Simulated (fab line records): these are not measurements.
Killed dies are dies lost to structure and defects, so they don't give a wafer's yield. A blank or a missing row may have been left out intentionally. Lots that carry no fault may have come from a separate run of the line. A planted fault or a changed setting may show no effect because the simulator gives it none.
What tool caused it? :: flow sky130 :: 18 wafers from 6 lots sampled at 2 of the route's 708 steps

## WHAT EACH GAUGE READ, for each wafer
SKY_VT_ADJUST_HVTR_TW_MEAS_11.
lot: L807
measured: day 10 08:17
on: film metro-04
VT_ADJUST_HVTR_TW: 213.1 213.4 213.2

lot: L809
measured: day 10 15:54
on: film metro-04
VT_ADJUST_HVTR_TW: 212.5 212.3 212.6

lot: L811
measured: day 11 11:37
on: film metro-01
VT_ADJUST_HVTR_TW: 208.8 209.6 208.2

lot: L815
measured: day 12 12:20
on: film metro-04
VT_ADJUST_HVTR_TW: 215.0 215.0 216.3

lot: L818
measured: day 13 14:02
on: film metro-03
VT_ADJUST_HVTR_TW: 209.1 209.0 210.5

lot: L825
measured: day 15 16:25
on: film metro-01
VT_ADJUST_HVTR_TW: 223.5 222.0 222.1 222.4 222.0 221.8

## EACH LOT AND THE TOOL THAT RAN IT (in order: tool; ch and the chambers of the sampled wafers; start)
lot: L807
SKY_VT_ADJUST_HVTR_IMPLANT_09: implanter-04 ch 0, day 10 08:02

lot: L809
SKY_VT_ADJUST_HVTR_IMPLANT_09: implanter-02 ch 0, day 10 15:39

lot: L811
SKY_VT_ADJUST_HVTR_IMPLANT_09: implanter-04 ch 0, day 11 11:23

lot: L815
SKY_VT_ADJUST_HVTR_IMPLANT_09: implanter-04 ch 0, day 12 12:05

lot: L818
SKY_VT_ADJUST_HVTR_IMPLANT_09: implanter-01 ch 0, day 13 13:49

lot: L825
SKY_VT_ADJUST_HVTR_IMPLANT_09: implanter-02 ch 0, day 15 16:10
- SKY_VT_ADJUST_HVTR_IMPLANT_09

## THE ANSWER, worked out from the rows above alone
Rule: the usual values come from the lots themselves. Put in order of their means at a reading, lots are off if they are a third of the lots or fewer, leave a main group of 4 or more, and stand apart from it by a gap of 3 or more times the standard deviation of the main group's means; of several such gaps the widest counts. If all means in a main group match to the digits the tables above print for the reading, that group is not used. A lot without any number at a reading at which 4 lots or more have one is off too. The other lots that the step has rows for count as sound.
No lot is off on any of the readings shown, so nothing can be concluded from this.

## WHAT THE SIMULATOR PUT IN
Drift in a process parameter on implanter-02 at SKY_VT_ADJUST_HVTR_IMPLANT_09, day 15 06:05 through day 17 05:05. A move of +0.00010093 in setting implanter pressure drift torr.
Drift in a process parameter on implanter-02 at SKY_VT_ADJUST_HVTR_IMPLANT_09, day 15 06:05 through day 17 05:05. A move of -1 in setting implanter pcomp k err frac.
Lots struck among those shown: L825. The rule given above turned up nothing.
